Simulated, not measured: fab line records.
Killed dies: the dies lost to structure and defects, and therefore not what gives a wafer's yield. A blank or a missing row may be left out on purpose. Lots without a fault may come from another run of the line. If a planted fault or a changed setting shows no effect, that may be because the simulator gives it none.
Which tool did it? / flow sky130 / 36 wafers from 12 lots sampled at 2 of the route's 708 steps

## WHAT THE GAUGES SHOWED, per wafer
SKY_VIA1_CD_MEAS_12: the cd target is 150 nm.
lot=L075; measured=day 34 05:55; on=cd-sem-02; cd-nm (nm)=150.7 150.9 149.8
lot=L077; measured=day 35 17:19; on=cd-sem-02; cd-nm (nm)=148.9 149.9 150.0
lot=L078; measured=day 35 19:50; on=cd-sem-02; cd-nm (nm)=150.4 149.8 151.2
lot=L081; measured=day 36 01:26; on=cd-sem-02; cd-nm (nm)=150.0 150.0 151.0
lot=L083; measured=day 36 21:05; on=cd-sem-01; cd-nm (nm)=150.5 150.7 151.5
lot=L084; measured=day 37 09:48; on=cd-sem-01; cd-nm (nm)=150.1 151.1 150.8
lot=L089; measured=day 39 03:43; on=cd-sem-02; cd-nm (nm)=149.9 149.6 149.6
lot=L088; measured=day 39 05:08; on=cd-sem-02; cd-nm (nm)=149.4 151.0 149.3
lot=L091; measured=day 39 09:48; on=cd-sem-02; cd-nm (nm)=149.5 148.2 149.4
lot=L093; measured=day 39 14:20; on=cd-sem-02; cd-nm (nm)=153.0 151.3 151.0
lot=L095; measured=day 40 10:28; on=cd-sem-01; cd-nm (nm)=150.2 151.8 149.4
lot=L097; measured=day 40 17:23; on=cd-sem-02; cd-nm (nm)=150.3 152.1 151.1

## EACH LOT AND THE TOOL THAT RAN IT (in order: tool; ch and the chambers of the sampled wafers; start)
lot=L075; SKY_METAL1_STRIP_20=plasma-asher-02 ch 1, day 33 02:16
lot=L077; SKY_METAL1_STRIP_20=plasma-asher-03 ch 0,1, day 34 13:50
lot=L078; SKY_METAL1_STRIP_20=plasma-asher-03 ch 0,1, day 34 17:19
lot=L081; SKY_METAL1_STRIP_20=plasma-asher-04 ch 0,1, day 34 21:33
lot=L083; SKY_METAL1_STRIP_20=plasma-asher-04 ch 0,1, day 35 18:11
lot=L084; SKY_METAL1_STRIP_20=plasma-asher-04 ch 0,1, day 36 06:57
lot=L089; SKY_METAL1_STRIP_20=plasma-asher-02 ch 0,1, day 38 01:16
lot=L088; SKY_METAL1_STRIP_20=plasma-asher-04 ch 0,1, day 38 02:52
lot=L091; SKY_METAL1_STRIP_20=plasma-asher-03 ch 0,1, day 38 08:23
lot=L093; SKY_METAL1_STRIP_20=plasma-asher-04 ch 0,1, day 38 14:13
lot=L095; SKY_METAL1_STRIP_20=plasma-asher-02 ch 1, day 39 08:43
lot=L097; SKY_METAL1_STRIP_20=plasma-asher-04 ch 0,1, day 39 16:34
- SKY_METAL1_STRIP_20: strips in O2/N2.

## THE ANSWER, worked out from the rows above alone
Rule: usual is defined by the lots themselves. The widest of any qualifying gaps counts: lots, ordered by their means at a reading, are off when they make up no more than a third of the lots, leave a main group of 4 or more, and stand apart from it by 3 or more times the standard deviation of that group's means. Not used: any main group whose means are identical at the precision the tables above print for the reading. A lot without any number at a reading at which 4 lots or more have one is off too. All remaining lots with rows at the step are treated as sound.
Across all readings shown, no lot is off: no conclusion can be drawn from this.

## WHAT WAS PUT IN BY THE SIMULATOR
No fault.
